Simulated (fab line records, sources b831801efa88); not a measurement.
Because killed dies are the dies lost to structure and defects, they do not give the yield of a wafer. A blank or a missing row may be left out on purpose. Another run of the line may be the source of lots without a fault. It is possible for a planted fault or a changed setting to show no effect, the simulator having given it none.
A lot that was struck, set against a sound lot + flow sky130 + 15 out of 708 route steps
Sound: the wafers L609.3, L609.4, L609.6. Struck: wafers L624.2, L624.5. (L624.4 of the same lot was not struck and is left out.) The cause comes at the end.
Per side, at each step with rows, come the tool, then ch with its chambers, and then its first start. Under that, the readings that differ: sound wafers + struck wafers + difference of the means + sigmas: that difference in standard deviations of wafers without a fault.
alike: same words and numbers on both sides, and readings whose means sit less than 2 such deviations apart. not compared: any withheld reading, any reading some wafer has no value for, any bound like >300 that may hide the same value, and any number with overlapping values for which the record gives no deviation.
The two part at a step that has a row with sigmas, a row that says differs or no value, or rows on one side only. When numbers do not overlap yet have no deviation, they are printed without sigmas and do not part them. A reading that every wafer of one side lacks parts them only if that side has two wafers or more.

SKY_METAL1_THK_MEAS_06: measures by xrf.
  sound on film-metro-01, day 31 10:16; struck on film-metro-01, day 36 20:28
  alike: METAL1_ALCU_THK
then, 8 steps without rows for these wafers: SKY_METAL1_DEHYDRATE_07 (time 60 s); SKY_METAL1_HMDS_08 (prime time 60 s); SKY_METAL1_COAT_09 (resist thk 60 nm); SKY_METAL1_COAT_10 (resist thk 450 nm); SKY_METAL1_SOFTBAKE_11 (time 90 s); SKY_METAL1_EXPOSE_12 (exposes mask MM1, target cd 140 nm); SKY_METAL1_PEB_13; SKY_METAL1_DEVELOP_14 (develop time 60 s).
SKY_METAL1_CD_MEAS_15: target cd 140 nm.
  sound on cd-sem-02, day 32 13:10; struck on cd-sem-01, day 37 22:23
  alike: cd-nm
SKY_METAL1_OVL_MEAS_16:
  sound on overlay-01, day 32 13:16; struck on overlay-02, day 37 22:29
  alike: METAL1_OVL
SKY_METAL1_DESCUM_17: chemistry O2, time 8 s.
  sound on rie-metal-02 ch 1, day 32 13:19; struck on rie-metal-02 ch 1, day 37 22:31
  alike: drypump-motor-current-A, he-backside-leak-sccm, oes-product-au
  not compared: rf-hours-counter-h
SKY_METAL1_ETCH_18: etches BARC in N2/H2, stops on SiO2, time 45.9 s, target depth 60 nm.
  sound on rie-metal-02 ch 1, day 32 13:23; struck on rie-metal-02 ch 1, day 37 22:32
| reading                                       | sound             | struck      | difference | sigmas |
|-----------------------------------------------|-------------------|-------------|------------|--------|
| oes-product-au (a.u.)                         | 0.859 0.860 0.846 | 0.846 0.844 | -0.010     | -2     |
| model.KrF-thick_of_METAL1_COAT_10.thk-nm (nm) | 397.1 395.4 398.6 | 401.6 403.1 | +5.3       |        |
  alike: bias-w, drypump-motor-current-A, he-backside-leak-sccm, throttle-valve-pct
  not compared: rf-hours-counter-h
SKY_METAL1_METAL_ETCH_19: etches the open film in Cl2/BCl3, stops on SiO2, target depth 360 nm, time 78 s.
  sound on rie-metal-02 ch 1, day 32 13:32; struck on rie-metal-02 ch 1, day 37 22:37
  alike: bias-w, drypump-motor-current-A, he-backside-leak-sccm, oes-product-au, throttle-valve-pct
  not compared: rf-hours-counter-h
-- the record jumps here: 12 days lie between the struck wafers' starts before and after (it left off in module METAL1 and takes up again in module PAD_OPEN, whose first step shown is number 708 of the route) --
SKY_PAD_OPEN_PROBE_99:
  sound on prober-01, day 45 15:58; struck on prober-02, day 49 16:10
| reading                               | sound                | struck        | difference | sigmas |
|---------------------------------------|----------------------|---------------|------------|--------|
| model.etest.met1-comb.leak-log10-a-um | -12.11 -11.98 -11.97 | -11.67 -11.76 | +0.30      |        |
  alike: defect-limited-yield, killed_at_M0_to_M3, killed_at_M4_up, killed-at-contacts, killed-at-front-end, killed-at-other, killed-dies, killed-open, killed-short, sort_bin_3_pad_short, sort_bin_5_function, sort_bin_6_memory, sort-n-pass, sort-yield-pct

== WHERE THEY PART ==
Only at SKY_METAL1_ETCH_18, within this record. Later steps at which nothing parts them and some readings are alike: SKY_METAL1_METAL_ETCH_19, SKY_PAD_OPEN_PROBE_99.

WHY: what had been put in by the simulator
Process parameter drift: rie-metal-02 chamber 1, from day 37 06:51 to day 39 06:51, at SKY_METAL1_ETCH_18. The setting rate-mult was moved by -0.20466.
